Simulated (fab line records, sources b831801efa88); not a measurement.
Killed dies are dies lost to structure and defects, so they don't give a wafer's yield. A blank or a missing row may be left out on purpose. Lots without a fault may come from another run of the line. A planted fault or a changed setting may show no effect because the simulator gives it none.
fab line records | flow sky130 | part 1 of 2: steps 1 to 24 of 35
record lots=5 wafers=15 last_day=50
route steps=708 shown LDD_HVP@282 LDD_LDN@289 SPACER@304 POLY_CUT@307
lots that met no fault: from a run of the same line without faults
start_h: hours from the record's first day to the start of the lot's first wafer shown | wait_h: hours since the lot's step before | " the same as in the row above | L1.1+2: a row that stands for several wafers | - no value, or no start given | * or withheld: withheld | < > ~ a bound
route shown NAME@n: a module of which the file shows steps, and the number in the route of the first | usual: mean/standard deviation of fault-free wafers | same: alike in all rows | chamber/n: place in a boat | sites: the reading at each site | _std_site: their standard deviation | _edge_site: outer sites' mean less inner sites' | radius_mm: how far each site lies from the wafer's centre | mask NAME#n: copy n | behind: the tool/chamber that last shaped the wafer | hold: why the lot was held/for how many hours/how that ended | device: the transistor (n, p or np) that didn't switch | end of line: the same wafers' tests at the end of the route | a step without rows: its recipe alone | killed: dies lost to structure and defects at the first sort, not the wafer's yield | map: a wafer's dies, x killed, . not, _ none there
set.NAME: the setting as run; set.NAME@STEP: as run at that earlier step | model.NAME: the simulator's own value behind a step, which no gauge read
lots at some steps of the route; a table a step, a row a wafer
services: from which hour (start_h, from the record's first day; less than 0 if before it) a tool's chamber was out of use, for how many hours, and why
## steps
# step SKY_LDD_HVP_EXPOSE_04
# recipe mask_id=HVPTM na=0.6 source_shape=conventional sigma_outer=0.6 polarization=unpolarized target_cd_nm=700 dose_mj=86
# usual reticle_temp_C=22.98/0.097 stage_vel_mm_s=500.02/0.28
# columns lot.wafer tool chamber start_h wait_h mask reticle_temp_C stage_vel_mm_s
L074.2 iline_stepper-02 0 - - HVPTM#0 22.98 500.61
L074.3 " 0 " " HVPTM#0 23.02 500.17
L074.4 " 0 " " HVPTM#0 22.99 500.77
L090.4 iline_stepper-02 0 - - HVPTM#0 22.97 500.28
L090.5 " 0 " " HVPTM#0 22.94 500.15
L090.6 " 0 " " HVPTM#0 22.86 500.25
L092.2 iline_stepper-02 0 - - HVPTM#0 22.95 500.14
L092.5 " 0 " " HVPTM#0 23.07 500.42
L092.6 " 0 " " HVPTM#0 23.04 500.15
L094.2 iline_stepper-02 0 - - HVPTM#0 22.86 499.99
L094.4 " 0 " " HVPTM#0 22.91 499.93
L094.5 " 0 " " HVPTM#0 22.79 499.15
L096.4 iline_stepper-01 0 - - HVPTM#0 22.88 500.46
L096.5 " 0 " " HVPTM#0 23.09 500.27
L096.6 " 0 " " HVPTM#0 23.00 499.71
# step SKY_LDD_HVP_PEB_05
# recipe temp_c=withheld time_s=* resist=NOVOLAK
# usual exhaust_pa=45.2/0.84
# columns lot.wafer tool chamber start_h wait_h exhaust_pa
L074.2 litho_track-03 0 - - 47.2
L074.3 " 0 " " 45.9
L074.4 " 0 " " 47.1
L090.4 litho_track-02 0 - - 44.8
L090.5 " 0 " " 44.5
L090.6 " 0 " " 44.8
L092.2 litho_track-02 0 - - 45.1
L092.5 " 0 " " 45.5
L092.6 " 0 " " 44.0
L094.2 litho_track-04 0 - - 45.5
L094.4 " 0 " " 46.1
L094.5 " 0 " " 45.7
L096.4 litho_track-03 0 - - 44.6
L096.5 " 0 " " 44.9
L096.6 " 0 " " 44.9
# step SKY_LDD_HVP_DEVELOP_06
# recipe resist=NOVOLAK developer=TMAH develop_time_s=60 dev_temp_c=23
# usual exhaust_pa=44.9/0.82
# columns lot.wafer tool chamber start_h wait_h exhaust_pa
L074.2 litho_track-03 0 487.97 0.1 44.1
L074.3 " 0 " " 44.4
L074.4 " 0 " " 44.0
L090.4 litho_track-02 0 633.05 0.1 44.1
L090.5 " 0 " " 45.3
L090.6 " 0 " " 42.9
L092.2 litho_track-02 0 649.05 0.1 45.3
L092.5 " 0 " " 45.3
L092.6 " 0 " " 44.3
L094.2 litho_track-04 0 664.57 0.1 44.2
L094.4 " 0 " " 45.0
L094.5 " 0 " " 43.6
L096.4 litho_track-03 0 683.02 0.1 45.2
L096.5 " 0 " " 44.9
L096.6 " 0 " " 45.3
# step SKY_LDD_HVP_OVL_MEAS_07
# usual LDD_HVP_OVL=0.3/1.4
# columns lot.wafer tool chamber start_h wait_h LDD_HVP_OVL[nm]
L074.2 overlay-01 - 488.10 0.1 -2.2
L074.3 " - " " -1.6
L074.4 " - " " -1.6
L090.4 overlay-01 - 633.14 0.1 1.2
L090.5 " - " " -0.1
L090.6 " - " " 0.4
L092.2 overlay-02 - 649.18 0.1 0.7
L092.5 " - " " -0.7
L092.6 " - " " 1.3
L094.2 overlay-02 - 664.71 0.1 -0.5
L094.4 " - " " -0.4
L094.5 " - " " -0.6
L096.4 overlay-02 - 683.11 0.1 2.8
L096.5 " - " " 0.3
L096.6 " - " " 1.3
# step SKY_LDD_HVP_IMPLANT_08
# recipe species=B energy_kev=20 dose_cm2=1.7e+13 tilt_deg=17.9
# usual end_station_pressure_torr=5.09e-06/2.8e-07
# columns lot.wafer tool chamber start_h wait_h end_station_pressure_torr
L074.2 implanter-01 0 488.15 0.0 5.4e-06
L074.3 " 0 " " 5.13e-06
L074.4 " 0 " " 5.13e-06
L090.4 implanter-01 0 633.23 0.1 4.65e-06
L090.5 " 0 " " 5.46e-06
L090.6 " 0 " " 4.97e-06
L092.2 implanter-02 0 649.23 0.0 5.77e-06
L092.5 " 0 " " 5.18e-06
L092.6 " 0 " " 4.53e-06
L094.2 implanter-02 0 664.76 0.0 4.46e-06
L094.4 " 0 " " 5.04e-06
L094.5 " 0 " " 5.38e-06
L096.4 implanter-03 0 683.20 0.1 4.69e-06
L096.5 " 0 " " 5.53e-06
L096.6 " 0 " " 4.83e-06
# step SKY_LDD_HVP_STRIP_09
# recipe chemistry=O2/N2 power_w=1400 pressure_mtorr=1500 platen_temp_c=withheld o2_flow_sccm=3000 n2_flow_sccm=300 overash_fraction=0.5
# usual drypump_motor_current_A=5.9/0.35 oes_product_au=0.409/0.0047 strip_time_to_endpoint_s=4.138/0.014
# columns lot.wafer tool chamber start_h wait_h drypump_motor_current_A oes_product_au rf_hours_counter_h strip_time_to_endpoint_s
L074.2 plasma_asher-02 1 488.28 0.1 5.8 0.403 4 4.126
L074.3 " 0 " " 6.1 0.411 - 4.139
L074.4 " 1 " " 5.7 0.396 - 4.121
L090.4 plasma_asher-01 1 633.34 0.1 6.2 0.413 - 4.142
L090.5 " 1 " " 6.1 0.415 - 4.152
L090.6 " 0 " " 6.6 0.421 - 4.127
L092.2 plasma_asher-02 0 649.36 0.1 6.1 0.407 20 4.146
L092.5 " 0 " " 6.1 0.407 - 4.143
L092.6 " 1 " " 5.8 0.406 - 4.148
L094.2 plasma_asher-01 1 664.89 0.1 6.1 0.417 88 4.113
L094.4 " 0 " " 6.6 0.409 - 4.132
L094.5 " 0 " " 6.5 0.404 - 4.134
L096.4 plasma_asher-01 0 683.31 0.1 6.6 0.406 - 4.150
L096.5 " 0 " " 6.6 0.410 - 4.154
L096.6 " 1 " " 6.1 0.415 - 4.154
# step SKY_LDD_HVP_TW_MEAS_10
# usual LDD_HVP_TW=458.4/2
# columns lot.wafer tool chamber start_h wait_h LDD_HVP_TW
L074.2 film_metro-01 - 488.39 0.1 455.3
L074.3 " - " " 454.9
L074.4 " - " " 452.8
L090.4 film_metro-03 - 633.44 0.1 459.3
L090.5 " - " " 457.8
L090.6 " - " " 461.1
L092.2 film_metro-03 - 649.47 0.1 455.8
L092.5 " - " " 457.8
L092.6 " - " " 456.6
L094.2 film_metro-04 - 665.00 0.1 457.6
L094.4 " - " " 457.0
L094.5 " - " " 455.7
L096.4 film_metro-01 - 683.41 0.1 458.0
L096.5 " - " " 459.0
L096.6 " - " " 460.5
# step SKY_LDD_LDN_DEHYDRATE_00
# recipe temp_c=200 time_s=60
# usual exhaust_pa=44.9/0.96
# columns lot.wafer tool chamber start_h wait_h exhaust_pa
L074.2 litho_track-03 0 502.87 14.5 44.8
L074.3 " 0 " " 46.1
L074.4 " 0 " " 47.8
L090.4 litho_track-04 0 647.62 14.2 44.6
L090.5 " 0 " " 43.9
L090.6 " 0 " " 45.3
L092.2 litho_track-03 0 662.72 13.2 44.6
L092.5 " 0 " " 45.0
L092.6 " 0 " " 44.5
L094.2 litho_track-03 0 679.07 14.1 44.2
L094.4 " 0 " " 45.0
L094.5 " 0 " " 43.5
L096.4 litho_track-04 0 697.07 13.7 45.4
L096.5 " 0 " " 44.6
L096.6 " 0 " " 45.0
# step SKY_LDD_LDN_HMDS_01
# recipe prime_time_s=60 prime_temp_c=120
# usual exhaust_pa=45.1/0.93
# columns lot.wafer tool chamber start_h wait_h exhaust_pa
L074.2 litho_track-03 0 503.02 0.1 44.7
L074.3 " 0 " " 46.5
L074.4 " 0 " " 47.0
L090.4 litho_track-04 0 647.77 0.1 43.5
L090.5 " 0 " " 43.6
L090.6 " 0 " " 43.6
L092.2 litho_track-03 0 662.87 0.1 44.3
L092.5 " 0 " " 44.9
L092.6 " 0 " " 43.9
L094.2 litho_track-03 0 679.22 0.1 44.9
L094.4 " 0 " " 44.9
L094.5 " 0 " " 45.8
L096.4 litho_track-04 0 697.22 0.1 44.1
L096.5 " 0 " " 44.4
L096.6 " 0 " " 44.5
# step SKY_LDD_LDN_COAT_02
# recipe resist=NOVOLAK spin_rpm=3000 resist_thk_nm=1140
# usual exhaust_pa=45.1/0.83
# columns lot.wafer tool chamber start_h wait_h exhaust_pa
L074.2 litho_track-03 0 503.17 0.1 45.0
L074.3 " 0 " " 45.8
L074.4 " 0 " " 45.8
L090.4 litho_track-04 0 647.92 0.1 43.2
L090.5 " 0 " " 42.8
L090.6 " 0 " " 43.8
L092.2 litho_track-03 0 663.02 0.1 44.4
L092.5 " 0 " " 44.0
L092.6 " 0 " " 44.1
L094.2 litho_track-03 0 679.37 0.1 43.5
L094.4 " 0 " " 45.1
L094.5 " 0 " " 42.4
L096.4 litho_track-04 0 697.37 0.1 46.4
L096.5 " 0 " " 45.3
L096.6 " 0 " " 45.3
# step SKY_LDD_LDN_SOFTBAKE_03
# recipe temp_c=90 time_s=60 resist=NOVOLAK
# usual exhaust_pa=45.0/0.84
# columns lot.wafer tool chamber start_h wait_h exhaust_pa
L074.2 litho_track-03 0 503.32 0.1 46.0
L074.3 " 0 " " 44.7
L074.4 " 0 " " 45.6
L090.4 litho_track-04 0 648.07 0.1 43.3
L090.5 " 0 " " 44.5
L090.6 " 0 " " 44.0
L092.2 litho_track-03 0 663.17 0.1 44.9
L092.5 " 0 " " 44.2
L092.6 " 0 " " 43.2
L094.2 litho_track-03 0 679.52 0.1 45.7
L094.4 " 0 " " 44.9
L094.5 " 0 " " 44.9
L096.4 litho_track-04 0 697.52 0.1 44.5
L096.5 " 0 " " 44.3
L096.6 " 0 " " 44.4
# step SKY_LDD_LDN_EXPOSE_04
# recipe mask_id=LDNTM na=0.6 source_shape=conventional sigma_outer=0.6 polarization=unpolarized target_cd_nm=700 dose_mj=140
# usual reticle_temp_C=23.02/0.11 stage_vel_mm_s=500.00/0.26
# columns lot.wafer tool chamber start_h wait_h mask reticle_temp_C stage_vel_mm_s
L074.2 iline_stepper-02 0 - - LDNTM#0 23.07 500.01
L074.3 " 0 " " LDNTM#0 23.15 500.32
L074.4 " 0 " " LDNTM#0 23.06 500.25
L090.4 iline_stepper-02 0 - - LDNTM#0 23.06 500.28
L090.5 " 0 " " LDNTM#0 22.96 499.68
L090.6 " 0 " " LDNTM#0 23.08 499.43
L092.2 iline_stepper-01 0 - - LDNTM#0 23.15 499.86
L092.5 " 0 " " LDNTM#0 23.02 499.80
L092.6 " 0 " " LDNTM#0 23.04 499.84
L094.2 iline_stepper-01 0 - - LDNTM#0 23.19 500.24
L094.4 " 0 " " LDNTM#0 23.00 499.88
L094.5 " 0 " " LDNTM#0 22.96 500.16
L096.4 iline_stepper-02 0 - - LDNTM#0 23.21 500.11
L096.5 " 0 " " LDNTM#0 23.05 500.04
L096.6 " 0 " " LDNTM#0 23.04 500.07
# step SKY_LDD_LDN_PEB_05
# recipe temp_c=withheld time_s=* resist=NOVOLAK
# usual exhaust_pa=45.2/0.86
# columns lot.wafer tool chamber start_h wait_h exhaust_pa
L074.2 litho_track-04 0 - - 45.3
L074.3 " 0 " " 46.2
L074.4 " 0 " " 43.6
L090.4 litho_track-01 0 - - 44.2
L090.5 " 0 " " 44.5
L090.6 " 0 " " 45.3
L092.2 litho_track-04 0 - - 43.7
L092.5 " 0 " " 44.7
L092.6 " 0 " " 43.7
L094.2 litho_track-04 0 - - 46.3
L094.4 " 0 " " 44.9
L094.5 " 0 " " 45.9
L096.4 litho_track-04 0 - - 46.1
L096.5 " 0 " " 45.2
L096.6 " 0 " " 45.9
# step SKY_LDD_LDN_DEVELOP_06
# recipe resist=NOVOLAK developer=TMAH develop_time_s=60 dev_temp_c=23
# usual exhaust_pa=45.1/0.85
# columns lot.wafer tool chamber start_h wait_h exhaust_pa
L074.2 litho_track-04 0 518.62 0.1 43.6
L074.3 " 0 " " 42.3
L074.4 " 0 " " 45.3
L090.4 litho_track-01 0 661.82 0.1 45.7
L090.5 " 0 " " 45.2
L090.6 " 0 " " 46.4
L092.2 litho_track-04 0 677.72 0.1 44.8
L092.5 " 0 " " 44.7
L092.6 " 0 " " 45.5
L094.2 litho_track-04 0 693.02 0.1 44.3
L094.4 " 0 " " 45.6
L094.5 " 0 " " 45.3
L096.4 litho_track-04 0 711.62 0.1 45.7
L096.5 " 0 " " 45.9
L096.6 " 0 " " 44.4
# step SKY_LDD_LDN_OVL_MEAS_07
# usual LDD_LDN_OVL=0.4/1.4
# columns lot.wafer tool chamber start_h wait_h LDD_LDN_OVL[nm]
L074.2 overlay-02 - 518.76 0.1 3.3
L074.3 " - " " 1.2
L074.4 " - " " 2.7
L090.4 overlay-02 - 661.91 0.1 2.6
L090.5 " - " " 1.6
L090.6 " - " " 4.0
L092.2 overlay-02 - 677.86 0.1 0.9
L092.5 " - " " 0.2
L092.6 " - " " -0.5
L094.2 overlay-01 - 693.16 0.1 3.0
L094.4 " - " " 2.7
L094.5 " - " " 1.2
L096.4 overlay-02 - 711.72 0.1 -1.5
L096.5 " - " " -2.9
L096.6 " - " " -1.6
# step SKY_LDD_LDN_IMPLANT_08
# recipe species=As energy_kev=15 dose_cm2=1.25e+13 tilt_deg=withheld rotation_deg=23
# usual end_station_pressure_torr=5.06e-06/2.8e-07
# columns lot.wafer tool chamber start_h wait_h end_station_pressure_torr
L074.2 implanter-02 0 518.81 0.0 4.93e-06
L074.3 " 0 " " 4.91e-06
L074.4 " 0 " " 5.38e-06
L090.4 implanter-04 0 662.00 0.1 5.38e-06
L090.5 " 0 " " 5.08e-06
L090.6 " 0 " " 4.85e-06
L092.2 implanter-01 0 677.91 0.0 5.29e-06
L092.5 " 0 " " 5.27e-06
L092.6 " 0 " " 5.26e-06
L094.2 implanter-01 0 693.21 0.0 4.97e-06
L094.4 " 0 " " 4.79e-06
L094.5 " 0 " " 4.7e-06
L096.4 implanter-04 0 711.81 0.1 5.24e-06
L096.5 " 0 " " 4.71e-06
L096.6 " 0 " " 5.03e-06
# step SKY_LDD_LDN_IMPLANT_09
# recipe species=As energy_kev=15 dose_cm2=1.25e+13 tilt_deg=withheld rotation_deg=113
# usual end_station_pressure_torr=5.05e-06/2.9e-07
# columns lot.wafer tool chamber start_h wait_h end_station_pressure_torr
L074.2 implanter-02 0 518.96 0.1 5.28e-06
L074.3 " 0 " " 5.01e-06
L074.4 " 0 " " 4.9e-06
L090.4 implanter-04 0 662.15 0.1 4.92e-06
L090.5 " 0 " " 4.8e-06
L090.6 " 0 " " 5.38e-06
L092.2 implanter-01 0 678.06 0.1 5.28e-06
L092.5 " 0 " " 4.53e-06
L092.6 " 0 " " 4.97e-06
L094.2 implanter-01 0 693.36 0.1 5.08e-06
L094.4 " 0 " " 4.87e-06
L094.5 " 0 " " 5.11e-06
L096.4 implanter-04 0 711.96 0.1 4.53e-06
L096.5 " 0 " " 4.57e-06
L096.6 " 0 " " 5.22e-06
# step SKY_LDD_LDN_IMPLANT_10
# recipe species=As energy_kev=15 dose_cm2=1.25e+13 tilt_deg=withheld rotation_deg=203
# usual end_station_pressure_torr=5.04e-06/2.8e-07
# columns lot.wafer tool chamber start_h wait_h end_station_pressure_torr
L074.2 implanter-02 0 519.11 0.1 5.39e-06
L074.3 " 0 " " 5.07e-06
L074.4 " 0 " " 5.28e-06
L090.4 implanter-04 0 662.30 0.1 4.55e-06
L090.5 " 0 " " 4.95e-06
L090.6 " 0 " " 4.88e-06
L092.2 implanter-01 0 678.21 0.1 4.72e-06
L092.5 " 0 " " 5.05e-06
L092.6 " 0 " " 5.26e-06
L094.2 implanter-01 0 693.51 0.1 4.4e-06
L094.4 " 0 " " 5.02e-06
L094.5 " 0 " " 5.11e-06
L096.4 implanter-04 0 712.11 0.1 5.34e-06
L096.5 " 0 " " 5.05e-06
L096.6 " 0 " " 5.44e-06
# step SKY_LDD_LDN_IMPLANT_11
# recipe species=As energy_kev=15 dose_cm2=1.25e+13 tilt_deg=withheld rotation_deg=293
# usual end_station_pressure_torr=5.07e-06/2.7e-07
# columns lot.wafer tool chamber start_h wait_h end_station_pressure_torr
L074.2 implanter-02 0 519.26 0.1 5.38e-06
L074.3 " 0 " " 4.97e-06
L074.4 " 0 " " 5.51e-06
L090.4 implanter-04 0 662.45 0.1 4.99e-06
L090.5 " 0 " " 4.72e-06
L090.6 " 0 " " 4.98e-06
L092.2 implanter-01 0 678.36 0.1 4.99e-06
L092.5 " 0 " " 4.97e-06
L092.6 " 0 " " 4.7e-06
L094.2 implanter-01 0 693.66 0.1 5.13e-06
L094.4 " 0 " " 5.07e-06
L094.5 " 0 " " 5.7e-06
L096.4 implanter-04 0 712.26 0.1 5.34e-06
L096.5 " 0 " " 5.25e-06
L096.6 " 0 " " 5.01e-06
# step SKY_LDD_LDN_STRIP_12
# recipe chemistry=O2/N2 power_w=1400 pressure_mtorr=1500 platen_temp_c=withheld o2_flow_sccm=3000 n2_flow_sccm=300 overash_fraction=0.5
# usual drypump_motor_current_A=6.0/0.49 oes_product_au=0.715/0.0048 strip_time_to_endpoint_s=14.19/0.043
# columns lot.wafer tool chamber start_h wait_h drypump_motor_current_A oes_product_au rf_hours_counter_h strip_time_to_endpoint_s
L074.2 plasma_asher-01 0 519.39 0.1 6.6 0.715 72 14.14
L074.3 " 0 " " 6.6 0.719 - 14.17
L074.4 " 1 " " 6.1 0.720 - 14.15
L090.4 plasma_asher-01 0 662.56 0.1 6.6 0.715 - 14.26
L090.5 " 0 " " 6.6 0.713 - 14.17
L090.6 " 1 " " 6.0 0.715 - 14.21
L092.2 plasma_asher-01 0 678.49 0.1 6.6 0.719 89 14.21
L092.5 " 1 " " 6.1 0.711 - 14.23
L092.6 " 0 " " 6.6 0.712 - 14.22
L094.2 plasma_asher-01 1 693.79 0.1 6.1 0.718 91 14.21
L094.4 " 0 " " 6.6 0.709 - 14.21
L094.5 " 1 " " 6.1 0.716 - 14.17
L096.4 plasma_asher-03 0 712.37 0.1 4.9 0.722 - 14.11
L096.5 " 1 " " 5.7 0.716 - 14.12
L096.6 " 0 " " 4.9 0.716 - 14.11
# step SKY_LDD_LDN_TW_MEAS_13
# usual LDD_LDN_TW=1485/7.1
# columns lot.wafer tool chamber start_h wait_h LDD_LDN_TW
L074.2 film_metro-04 - 519.50 0.1 1476
L074.3 " - " " 1476
L074.4 " - " " 1471
L090.4 film_metro-03 - 662.66 0.1 1477
L090.5 " - " " 1489
L090.6 " - " " 1475
L092.2 film_metro-02 - 678.60 0.1 1477
L092.5 " - " " 1483
L092.6 " - " " 1477
L094.2 film_metro-03 - 693.90 0.1 1499
L094.4 " - " " 1486
L094.5 " - " " 1485
L096.4 film_metro-03 - 712.47 0.1 1504
L096.5 " - " " 1493
L096.6 " - " " 1498
# step SKY_LDD_LDN_CLEAN_14
# recipe chemistry=SC1/SC2 mix=1:4:20 temp_c=70 time_s=150 dry=n2_spin
# columns lot.wafer tool chamber start_h wait_h
L074.2+3+4 wet_bench-03 0 519.55 0.0
L090.4+5+6 wet_bench-03 3 662.69 0.0
L092.2+5+6 wet_bench-01 3 678.65 0.0
L094.2+4+5 wet_bench-01 2 693.95 0.0
L096.4+5+6 wet_bench-03 1 712.50 0.0
# step SKY_SPACER_CVD_00
# recipe material=Si3N4 precursor=DCS/NH3 target_thk_nm=43.1 temp_c=770 time_s=740 pressure_mtorr=250
# columns lot.wafer tool chamber start_h wait_h
L074.2+3+4 lpcvd-02 1 519.60 0.0
L090.4+5+6 lpcvd-02 0 662.74 0.0
L092.2+5+6 lpcvd-02 0 678.70 0.0
L094.2+4+5 lpcvd-02 1 694.67 0.7
L096.4+5+6 lpcvd-02 1 712.55 0.0
# step SKY_SPACER_THK_MEAS_01
# recipe reads=Si3N4_of_SPACER_CVD_00
# usual SPACER_CVD_00_THK=43.2/0.46
# columns lot.wafer tool chamber start_h wait_h SPACER_CVD_00_THK[nm]
L074.2 film_metro-02 - 520.81 0.0 43.2
L074.3 " - " " 43.4
L074.4 " - " " 43.6
L090.4 film_metro-03 - 663.98 0.0 44.0
L090.5 " - " " 43.5
L090.6 " - " " 43.7
L092.2 film_metro-01 - 679.91 0.0 43.3
L092.5 " - " " 43.4
L092.6 " - " " 43.5
L094.2 film_metro-03 - 696.49 0.0 43.5
L094.4 " - " " 43.4
L094.5 " - " " 43.2
L096.4 film_metro-03 - 713.78 0.0 43.3
L096.5 " - " " 43.2
L096.6 " - " " 43.1
